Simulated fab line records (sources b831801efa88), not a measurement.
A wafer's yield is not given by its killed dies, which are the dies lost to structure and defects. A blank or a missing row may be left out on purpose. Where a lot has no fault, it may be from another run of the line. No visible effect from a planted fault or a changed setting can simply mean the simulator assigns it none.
2 desks, one fault :: flow sky130 :: each desk holds nothing but its own numbers, with what lay behind them at the end

## AT THE TOOL OWNER'S DESK: plasmaAsher-03
The tool's own readings at SKY_VT_ADJUST_HVTR_STRIP_10 (strips in O2/N2): means of the sampled wafers that have a number, for each lot that ran on this tool. A lot is out of limits, marked OUT, if its mean lies more than 4 standard deviations from the usual mean; the brackets give that distance.
Columns: A = drypumpMotorCurrentA at SKY_VT_ADJUST_HVTR_STRIP_10, usual 5.6 A; B = oesProductAu at SKY_VT_ADJUST_HVTR_STRIP_10, usual 0.716 a.u.; C = stripTimeToEndpointS at SKY_VT_ADJUST_HVTR_STRIP_10, usual 14.16 s
lot: L230
first seen here: day 11 03:32
A: 5.6
B: 0.858 (+29) OUT
C: -

lot: L242
first seen here: day 14 18:36
A: 5.4
B: 0.717
C: 14.16

lot: L244
first seen here: day 15 17:05
A: 5.4
B: 0.719
C: 14.17
Finding of this desk: L230 out of limits; the first was L230 at day 11 03:32, on oesProductAu at SKY_VT_ADJUST_HVTR_STRIP_10. In limits: L242, L244.

## THE METROLOGY DESK
What the gauges read for every lot (on any tool): the sampled wafers with a number, averaged. A lot is out of limits, marked OUT, if its mean lies more than 4 standard deviations from the usual mean; the brackets give that distance.
Columns: A = VT_ADJUST_NCORE_TW at SKY_VT_ADJUST_NCORE_TW_MEAS_11, usual 219.1
lot: L224
first seen here: day 8 13:05
A: 219.6

lot: L225
first seen here: day 8 19:01
A: 219.3

lot: L230
first seen here: day 10 05:34
A: 218.5

lot: L231
first seen here: day 10 13:04
A: 219.0

lot: L236
first seen here: day 12 04:55
A: 220.7

lot: L238
first seen here: day 12 12:33
A: 220.3

lot: L239
first seen here: day 13 00:02
A: 219.8

lot: L241
first seen here: day 13 15:53
A: 217.0

lot: L242
first seen here: day 13 16:19
A: 219.5

lot: L243
first seen here: day 14 02:44
A: 220.0

lot: L244
first seen here: day 14 13:14
A: 219.0

lot: L246
first seen here: day 15 00:01
A: 218.3
Result from this desk: across the 12 lots, nothing is out of limits.

## ALL TOGETHER
At day 11 03:32, on L230, the tool owner's desk was in a position to raise an alarm.
The metrology desk saw nothing out of limits.
The metrology desk has L230 on record, within its limits.
The lots listed all ran SKY_VT_ADJUST_HVTR_STRIP_10 on plasmaAsher-03.

## WHAT WAS PUT IN BY THE SIMULATOR
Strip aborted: plasmaAsher-03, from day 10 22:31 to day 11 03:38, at SKY_VT_ADJUST_HVTR_STRIP_10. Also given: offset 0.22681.
Shown lots that were struck: L230.
Each desk's first reading out of limits, in hours after the fault started: the tool owner's desk, 5.
